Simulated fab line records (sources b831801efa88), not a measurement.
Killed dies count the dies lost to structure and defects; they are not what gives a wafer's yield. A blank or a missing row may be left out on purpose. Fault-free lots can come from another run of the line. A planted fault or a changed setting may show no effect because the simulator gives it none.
Which tool was responsible? -- flow gf180mcu -- 12 lots, 36 wafers sampled, at 2 steps of a route of 602

## WHAT THE GAUGES SHOWED, per wafer
GF_V1_BOW_MEAS_05.
lot,measured,on,V1_BOW (um)
L075,day 17 13:39,filmMetro-03,90 73 101
L077,day 18 07:22,filmMetro-03,83 89 83
L079,day 19 05:32,filmMetro-02,66 89 88
L081,day 20 00:31,filmMetro-03,72 76 81
L083,day 20 16:35,filmMetro-03,80 88 84
L085,day 21 11:47,filmMetro-03,77 92 74
L087,day 22 09:22,filmMetro-04,68 81 86
L089,day 22 21:51,filmMetro-02,77 72 74
L091,day 23 14:34,filmMetro-03,93 85 81
L093,day 24 07:32,filmMetro-04,90 91 92
L095,day 24 19:10,filmMetro-02,108 96 101
L097,day 25 15:34,filmMetro-03,88 96 91

## EACH LOT AND THE TOOL THAT RAN IT (in order: tool; ch and the chambers of the sampled wafers; start)
lot,GF_VT_IMPLANT_RTA_45
L075,"rtpAnneal-01 ch 0, day 7 19:52"
L077,"rtpAnneal-02 ch 0, day 8 07:35"
L079,"rtpAnneal-02 ch 0, day 8 21:41"
L081,"rtpAnneal-02 ch 0, day 9 12:56"
L083,"rtpAnneal-01 ch 0, day 10 01:22"
L085,"rtpAnneal-02 ch 0, day 10 15:30"
L087,"rtpAnneal-02 ch 0, day 11 07:45"
L089,"rtpAnneal-02 ch 0, day 11 22:05"
L091,"rtpAnneal-02 ch 0, day 12 08:38"
L093,"rtpAnneal-02 ch 0, day 13 01:19"
L095,"rtpAnneal-02 ch 0, day 13 14:05"
L097,"rtpAnneal-02 ch 0, day 14 04:41"
- GF_VT_IMPLANT_RTA_45: time 30 s.

## THE ANSWER, worked out from the rows above alone
Rule: the lots themselves supply what counts as usual. Put in order of their means at a reading, lots are off if they are a third of the lots or fewer, leave a main group of 4 or more, and stand apart from it by a gap of 3 or more times the standard deviation of the main group's means; of several such gaps the widest counts. A main group is skipped when, at the precision printed for the reading in the tables above, its means are all equal. A lot without any number at a reading at which 4 lots or more have one is off too. The other lots that the step has rows for count as sound.
No lot is off at any reading shown: from this, nothing can be told.

## WHAT THE SIMULATOR HAD PUT IN
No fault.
